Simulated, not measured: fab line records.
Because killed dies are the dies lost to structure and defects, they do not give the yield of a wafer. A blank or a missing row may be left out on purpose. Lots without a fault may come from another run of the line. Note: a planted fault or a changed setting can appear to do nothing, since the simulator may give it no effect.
Chamber matching || flow sky130 || 4 sister chambers for SKY_VIA2_CMP_02 on cmp-01
The step polishes SiO2. 4 wafers are shown with their chamber, then 7 later ones without.

WAFERS WITH THEIR CHAMBER
{"wafer": "L120.5", "chamber": 3, "motor current A (A)": 14.4}
{"wafer": "L120.6", "chamber": 2, "motor current A (A)": 13.4}
{"wafer": "L121.1", "chamber": 0, "motor current A (A)": 10.7}
{"wafer": "L121.5", "chamber": 1, "motor current A (A)": 12.7}

WAFERS MISSING THEIR CHAMBER
{"wafer": "L121.6", "motor current A (A)": 14.0}
{"wafer": "L129.1", "motor current A (A)": 14.8}
{"wafer": "L129.2", "motor current A (A)": 14.5}
{"wafer": "L129.5", "motor current A (A)": 10.8}
{"wafer": "L130.1", "motor current A (A)": 10.4}
{"wafer": "L130.3", "motor current A (A)": 15.0}
{"wafer": "L130.4", "motor current A (A)": 14.7}

CHAMBER TAKEN BY EACH
{"wafer": "L121.6", "from the rows above": "can't be placed: 3 or 2", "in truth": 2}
{"wafer": "L129.1", "from the rows above": 3, "in truth": 3}
{"wafer": "L129.2", "from the rows above": 3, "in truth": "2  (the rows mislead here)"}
{"wafer": "L129.5", "from the rows above": 0, "in truth": 0}
{"wafer": "L130.1", "from the rows above": 0, "in truth": 0}
{"wafer": "L130.3", "from the rows above": 3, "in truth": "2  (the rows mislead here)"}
{"wafer": "L130.4", "from the rows above": 3, "in truth": 3}
4 of 7 placed correctly. Can't be placed from these rows: 1 (the true chamber is among the candidates in 1). Placed wrongly: 2.
How it was worked out, from the rows above alone: a wafer's distance from a chamber is the root of the sum, over the readings, of the square of ((its reading less the chamber's mean) divided by the reading's scatter). If the next closest chamber is less than 2 further off than the closest, the wafer can't be placed; otherwise it belongs to the closest. Each chamber's mean is taken over the wafers shown for it. The scatter: root of mean squared gap, hidden wafer to nearest shown wafer, with one shown wafer a chamber.
